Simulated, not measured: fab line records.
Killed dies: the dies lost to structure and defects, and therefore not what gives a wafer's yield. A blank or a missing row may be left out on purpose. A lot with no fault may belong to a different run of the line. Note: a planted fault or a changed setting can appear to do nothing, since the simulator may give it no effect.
Comparing a struck lot with a sound one :: flow gf180mcu :: 21 out of 602 route steps
Sound: wafers L461.1, L461.3, L461.4. Struck: wafer L453.4. (L453.6 of the same lot was not struck and is left out.) The cause comes at the end.
Per side, at each step with rows, come the tool, then ch with its chambers, and then its first start. Under that, the readings that differ: sound wafers :: struck wafers :: difference of the means :: sigmas: that difference in standard deviations of wafers without a fault.
alike: same words and numbers on both sides, and readings whose means sit less than 2 such deviations apart. not compared: any withheld reading, any reading some wafer has no value for, any bound like >300 that may hide the same value, and any number with overlapping values for which the record gives no deviation.
Wherever a step has rows on one side only, a row that says differs or no value, or a row with sigmas, the two part there. Non-overlapping numbers with no deviation appear without sigmas and do not part them. A reading missing from all wafers of one side parts the sides only when that side holds two or more wafers.

first, 1 step without rows for these wafers: GF_SALICIDE_WET_ETCH_07 (etches the open film in SPM, target depth 120 nm).
GF_SALICIDE_RTA_08: time 30 s.
  sound on rtp-anneal-02 ch 0, day 23 00:09; struck on rtp-anneal-01 ch 0, day 20 18:48
reading: lamp-power-pct (%)
sound: 17.5 17.5 17.5
struck: 16.3
difference: -1.2
sigmas: -2
  alike: wafer_temp_C_max
then, 1 step without rows for these wafers: GF_CONTACT_CVD_00 (deposits SiO2, target thk 300 nm, time 50 s).
GF_CONTACT_THK_MEAS_01:
  sound on film-metro-03, day 23 00:18; struck on film-metro-04, day 20 18:56
  alike: CONTACT_CVD_00_THK
GF_CONTACT_CVD_02: deposits SiO2 from TEOS, target thk 860 nm, time 95.992 s.
  sound on pecvd-04 ch 1,2, day 23 00:22; struck on pecvd-04 ch 0, day 20 18:59
reading: heater-power-w (W)
sound: 621 654 500
struck: 815
difference: +223
sigmas: +2
  not compared: since-wet-clean-h
GF_CONTACT_THK_MEAS_03:
  sound on film-metro-03, day 23 00:26; struck on film-metro-04, day 20 19:04
  alike: CONTACT_CVD_02_THK
GF_CONTACT_CMP_04: polishes SiO2.
  sound on cmp-01 ch 1,2,3, day 23 00:32; struck on cmp-02 ch 0, day 20 19:05
  alike: motor-current-A, slurry-filter-dp-kPa, time-to-endpoint-s
GF_CONTACT_BOW_MEAS_05:
  sound on film-metro-03, day 23 00:47; struck on film-metro-03, day 20 19:27
  alike: CONTACT_BOW
then, 4 steps without rows for these wafers: GF_CONTACT_DEHYDRATE_06 (time 60 s); GF_CONTACT_HMDS_07 (prime time 60 s); GF_CONTACT_COAT_08; GF_CONTACT_COAT_09 (resist thk 1000 nm).
GF_CONTACT_SOFTBAKE_10: time 60 s.
  sound on litho-track-02 ch 0, day 23 12:00; struck on litho-track-04 ch 0, day 21 07:00
reading: heater-power-total-W (W)
sound: 93.05 93.00 92.94
struck: 100.10
difference: +7.10
sigmas: +99 or more

reading: run-length-s (s)
sound: 89.41 89.45 89.43
struck: 77.08
difference: -12.35
sigmas: -51
then, 3 steps without rows for these wafers: GF_CONTACT_EXPOSE_11 (exposes mask Contact, target cd 220 nm); GF_CONTACT_PEB_12 (peb time 90 s); GF_CONTACT_DEVELOP_13 (develop time 60 s).
GF_CONTACT_CD_MEAS_14: the cd target is 220 nm.
  sound on cd-sem-02, day 23 23:25; struck on cd-sem-02, day 21 19:45
  alike: cd-nm
GF_CONTACT_OVL_MEAS_15:
  sound on overlay-02, day 23 23:32; struck on overlay-02, day 21 19:50
  alike: CONTACT_OVL
GF_CONTACT_ETCH_16: etches BARC in N2/H2.
  sound on rie-diel-03 ch 0,1,2, day 23 23:35; struck on rie-diel-02 ch 1, day 21 19:51
reading: model.CONTACT.cd-nm (nm)
sound: 218.7 217.9 219.5
struck: 217.6
difference: -1.1
sigmas: 
  alike: drypump-motor-current-A, oes-product-au, throttle-valve-pct
GF_CONTACT_ETCH_17: etches SiO2 in C4F8/O2/Ar, stops on CoSi2, target depth 860 nm.
  sound: rie-diel-03 ch 0,1,2; struck: rie-diel-02 ch 1
  alike: oes-product-au
-- the record jumps here: 12 days lie between the struck wafers' starts before and after (it left off in module CONTACT and takes up again in module PASSIVATION, whose first step shown is number 602 of the route) --
GF_PASSIVATION_PROBE_99:
  record: rows for the struck wafers here (prober-02, day 33 13:37), none for the sound ones

## WHERE THEY PART
Last at GF_PASSIVATION_PROBE_99 as far as this record goes, first at GF_SALICIDE_RTA_08.

WHY: what the simulator had put in
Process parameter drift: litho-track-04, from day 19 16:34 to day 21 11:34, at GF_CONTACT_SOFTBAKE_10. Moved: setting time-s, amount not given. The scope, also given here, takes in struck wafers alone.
